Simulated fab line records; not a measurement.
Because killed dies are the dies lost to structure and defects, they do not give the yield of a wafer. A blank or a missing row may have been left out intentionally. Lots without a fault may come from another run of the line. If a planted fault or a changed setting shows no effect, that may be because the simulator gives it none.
fab line records	flow sfq-line
[record] lots = 9	wafers = 27	last-day = 92
route steps=325 shown L0V@26 I1@80 M3@119 R5@212
lots untouched by any fault: they come from a run of this same line in which no faults occurred
start-h: start of the lot's first displayed wafer, in hours after the record's first day	wait-h: hours elapsed since this lot's preceding step	" repeats the value in the row above	L1.1+2: a single row standing in for several wafers	- either no value or no given start	* or withheld: withheld	< > ~ a bound
route shown NAME@n: names a module that has steps shown in the file, with the first one's number in the route	usual: mean and standard deviation over wafers with no fault	same: alike in all rows	chamber/n: place in a boat	sites: readings site by site	_std_site: how widely they spread, as a standard deviation	_edge_site: the outer-site mean with the inner-site mean subtracted	radius-mm: for every site, how far away it sits from the centre of the wafer	mask NAME#n: copy n	behind: the last tool/chamber to shape the wafer	hold: why the lot went on hold/how many hours it stayed there/how the hold came to an end	device: names the non-switching transistor (n, p or np)	end of line: at the end of the route, the tests of the same wafers	a step given without rows: its recipe and nothing more	killed: not the wafer's yield, but the dies lost to structure and defects at the first sort	map: a wafer's dies, marking killed ones x, the rest . and places with no die _
set.NAME: setting as actually run; set.NAME@STEP: the setting as run at that earlier step	model.NAME: the simulator's own value behind a step, which no gauge read
a sample of lots followed through the steps of the route, with each step as a table and each wafer as a row
services: when a tool's chamber went out of use (start-h, in hours from the record's first day, below 0 if earlier), for how many hours, and the reason
[[steps]]
[step SFQ_TRILAYER_L0_VIA_STRIP_STRIP_017]
[recipe] gas = O2	power-w = 200	platen-temp-c = 40	overash-fraction = 0.65	chemistry = O2	pressure-mtorr = 50
[usual] drypump-motor-current-A = 5.6/0.41	oes-product-au = 1.005/0.015
lot.wafer	tool	chamber	start-h	wait-h	drypump-motor-current-A	oes-product-au	rf-hours-counter-h
L910.4	rie-metal-04	1	156.80	-	5.4	1.003	-
L910.5	"	1	"	"	5.5	1.015	-
L910.6	"	0	"	"	5.4	1.021	-
L911.1	rie-metal-02	0	166.20	-	5.6	1.004	63
L911.2	"	1	"	"	6.3	1.011	88
L911.5	"	1	"	"	6.3	1.017	-
L912.1	rie-metal-04	0	180.60	-	5.4	1.022	100
L912.3	"	0	"	"	5.4	1.023	-
L912.4	"	1	"	"	5.5	1.010	-
L913.1	rie-metal-02	1	186.60	-	6.3	0.996	92
L913.2	"	0	"	"	5.6	0.999	67
L913.5	"	0	"	"	5.6	1.003	-
L914.1	rie-metal-02	1	196.30	-	6.3	0.982	94
L914.4	"	1	"	"	6.3	0.993	-
L914.5	"	0	"	"	5.5	1.006	-
L915.2	rie-metal-03	0	198.92	-	5.9	1.033	44
L915.4	"	1	"	"	5.2	0.988	-
L915.5	"	0	"	"	5.9	1.025	-
L923.3	rie-metal-03	0	265.79	-	6.0	1.032	-
L923.4	"	1	"	"	5.1	1.003	-
L923.6	"	0	"	"	6.0	1.028	-
L924.2	rie-metal-03	0	274.11	-	5.9	1.027	54
L924.3	"	1	"	"	5.2	1.000	-
L924.5	"	1	"	"	5.2	0.982	-
L929.1	rie-metal-03	0	308.57	-	5.9	1.013	61
L929.2	"	1	"	"	5.2	0.982	43
L929.6	"	1	"	"	5.2	0.981	-
[step SFQ_TRILAYER_I1_VIA_LITHO_EXPOSE_050]
[recipe] mask-id = I1	na = 0.6	source-shape = conventional	sigma-outer = 0.65	target-cd-nm = 500	dose-mj = 21.3
[usual] exposure-dose-mJ-cm2 = 21.305/0.02
lot.wafer	tool	chamber	start-h	wait-h	mask	exposure-dose-mJ-cm2
L910.4	krf-scanner-01	0	593.93	-	I1#0	21.288
L910.5	"	0	"	"	I1#0	21.261
L910.6	"	0	"	"	I1#0	21.280
L911.1	krf-scanner-01	0	595.73	-	I1#0	21.285
L911.2	"	0	"	"	I1#0	21.287
L911.5	"	0	"	"	I1#0	21.277
L912.1	krf-scanner-01	0	599.33	-	I1#0	21.297
L912.3	"	0	"	"	I1#0	21.365
L912.4	"	0	"	"	I1#0	21.303
L913.1	krf-scanner-01	0	604.13	-	I1#0	21.331
L913.2	"	0	"	"	I1#0	21.294
L913.5	"	0	"	"	I1#0	21.323
L914.1	krf-scanner-02	0	630.66	-	I1#0	21.307
L914.4	"	0	"	"	I1#0	21.264
L914.5	"	0	"	"	I1#0	21.287
L915.2	krf-scanner-02	0	645.26	-	I1#0	21.325
L915.4	"	0	"	"	I1#0	21.305
L915.5	"	0	"	"	I1#0	21.323
L923.3	krf-scanner-01	0	715.98	-	I1#0	23.328
L923.4	"	0	"	"	I1#0	23.357
L923.6	"	0	"	"	I1#0	23.337
L924.2	krf-scanner-01	0	725.38	-	I1#0	23.353
L924.3	"	0	"	"	I1#0	23.331
L924.5	"	0	"	"	I1#0	23.336
L929.1	krf-scanner-02	0	863.55	-	I1#0	21.323
L929.2	"	0	"	"	I1#0	21.309
L929.6	"	0	"	"	I1#0	21.343
[step SFQ_TRILAYER_M3_DEP_SPUTTER_073]
[recipe] material = Nb	base-pressure-pa = 1.33e-06	chamber-pressure-pa = 0.1333	substrate-temp-c = 20	resputter-cathode-voltage-v = 400	target-thk-nm = 200	power-w = 2000	time-s = 133.3
[usual] resputter-cathode-voltage-v = 400/3.8	throttle-valve-pct = 30.1/1.2
lot.wafer	tool	chamber	start-h	wait-h	resputter-cathode-voltage-v	throttle-valve-pct
L910.4	pvd-sputter-06	-	918.94	0.0	400	29.9
L910.5	"	-	"	"	401	30.2
L910.6	"	-	"	"	400	29.7
L911.1	pvd-sputter-05	-	922.54	0.0	411	31.4
L911.2	"	-	"	"	393	31.5
L911.5	"	-	"	"	408	31.2
L912.1	pvd-sputter-04	-	924.94	0.0	396	30.5
L912.3	"	-	"	"	397	30.1
L912.4	"	-	"	"	400	29.8
L913.1	pvd-sputter-05	-	928.54	0.0	402	31.2
L913.2	"	-	"	"	395	28.2
L913.5	"	-	"	"	402	31.7
L914.1	pvd-sputter-06	-	950.14	0.0	399	30.8
L914.4	"	-	"	"	400	30.1
L914.5	"	-	"	"	407	29.7
L915.2	pvd-sputter-05	-	956.14	0.0	402	31.5
L915.4	"	-	"	"	396	31.1
L915.5	"	-	"	"	400	28.3
L923.3	pvd-sputter-06	-	1035.73	0.0	400	30.4
L923.4	"	-	"	"	397	30.1
L923.6	"	-	"	"	400	31.6
L924.2	pvd-sputter-06	-	1048.92	0.0	396	31.5
L924.3	"	-	"	"	404	30.4
L924.5	"	-	"	"	396	30.5
L929.1	pvd-sputter-06	-	1068.24	0.0	401	31.2
L929.2	"	-	"	"	402	30.5
L929.6	"	-	"	"	406	30.3
[step SFQ_TRILAYER_R5_DEP_SPUTTER_132]
[recipe] material = Ti	base-pressure-pa = 1.33e-06	target-thk-nm = 5	power-w = 2000	time-s = 5	chamber-pressure-pa = 0.4
[usual] throttle-valve-pct = 29.8/1.1
lot.wafer	tool	chamber	start-h	wait-h	throttle-valve-pct
L910.4	pvd-sputter-06	-	1576.30	0.4	30.1
L910.5	"	-	"	"	29.2
L910.6	"	-	"	"	31.3
L911.1	pvd-sputter-04	-	1587.10	1.0	29.7
L911.2	"	-	"	"	30.2
L911.5	"	-	"	"	30.5
L912.1	pvd-sputter-04	-	1599.84	1.0	30.4
L912.3	"	-	"	"	29.8
L912.4	"	-	"	"	30.4
L913.1	pvd-sputter-06	-	1609.15	1.0	29.5
L913.2	"	-	"	"	30.2
L913.5	"	-	"	"	30.0
L914.1	pvd-sputter-04	-	1634.94	1.0	27.1
L914.4	"	-	"	"	29.9
L914.5	"	-	"	"	29.8
L915.2	pvd-sputter-03	-	1637.94	0.8	29.8
L915.4	"	-	"	"	30.5
L915.5	"	-	"	"	30.1
L923.3	pvd-sputter-06	-	1721.39	0.6	31.5
L923.4	"	-	"	"	29.5
L923.6	"	-	"	"	30.0
L924.2	pvd-sputter-04	-	1724.39	0.8	30.4
L924.3	"	-	"	"	29.8
L924.5	"	-	"	"	30.2
L929.1	pvd-sputter-03	-	1757.73	1.0	28.2
L929.2	"	-	"	"	30.6
L929.6	"	-	"	"	29.4
[[services]]
tool	chamber	start-h	hours	kind
krf-scanner-01	-	145.57	4.4	pm
krf-scanner-01	-	153.41	0.8	pm
krf-scanner-01	-	189.08	1.0	pm
krf-scanner-01	-	268.77	1.3	pm
krf-scanner-01	-	288.18	0.8	repair
pvd-sputter-06	-	314.00	5.3	repair
krf-scanner-01	-	323.07	0.8	pm
pvd-sputter-06	-	354.53	4.6	repair
krf-scanner-01	-	357.56	1.0	pm
pvd-sputter-06	-	392.42	13.2	repair
krf-scanner-01	-	425.61	0.8	pm
krf-scanner-01	-	444.51	1.3	pm
krf-scanner-01	-	465.11	3.6	pm
pvd-sputter-06	-	475.97	4.2	repair
krf-scanner-01	-	489.59	4.0	pm
krf-scanner-01	-	493.62	0.8	pm
krf-scanner-01	-	526.95	1.0	pm
krf-scanner-01	-	620.93	1.3	pm
pvd-sputter-06	-	893.91	2.6	repair
pvd-sputter-06	-	1104.66	8.3	repair
pvd-sputter-06	-	1391.21	4.8	repair
pvd-sputter-06	-	1614.09	9.0	repair
pvd-sputter-06	-	1660.33	1.8	repair
pvd-sputter-06	-	1671.29	0.5	repair
[[key]]
[first-sign] step = SFQ_TRILAYER_I1_VIA_LITHO_EXPOSE_050	reading = exposure-dose-mJ-cm2	direction = up	sigmas = 99+	usual = 21.305	struck = 23.340
effect none on later readings
met-at SFQ_TRILAYER_I1_VIA_LITHO_EXPOSE_050
struck-lots L923,L924
not-acting-at SFQ_TRILAYER_L0_VIA_STRIP_STRIP_017,SFQ_TRILAYER_M3_DEP_SPUTTER_073,SFQ_TRILAYER_R5_DEP_SPUTTER_132
onset-between 604.13 715.98
[fault] kind = process-parameter-drift	tool = krf-scanner-01	chamber = -	onset-h = 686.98	steps = SFQ_TRILAYER_I1_VIA_LITHO_EXPOSE_050	channel = dose-mj	offset = 2.0422	shape = step	acts-in = these-recipes-only	stated = 21.3
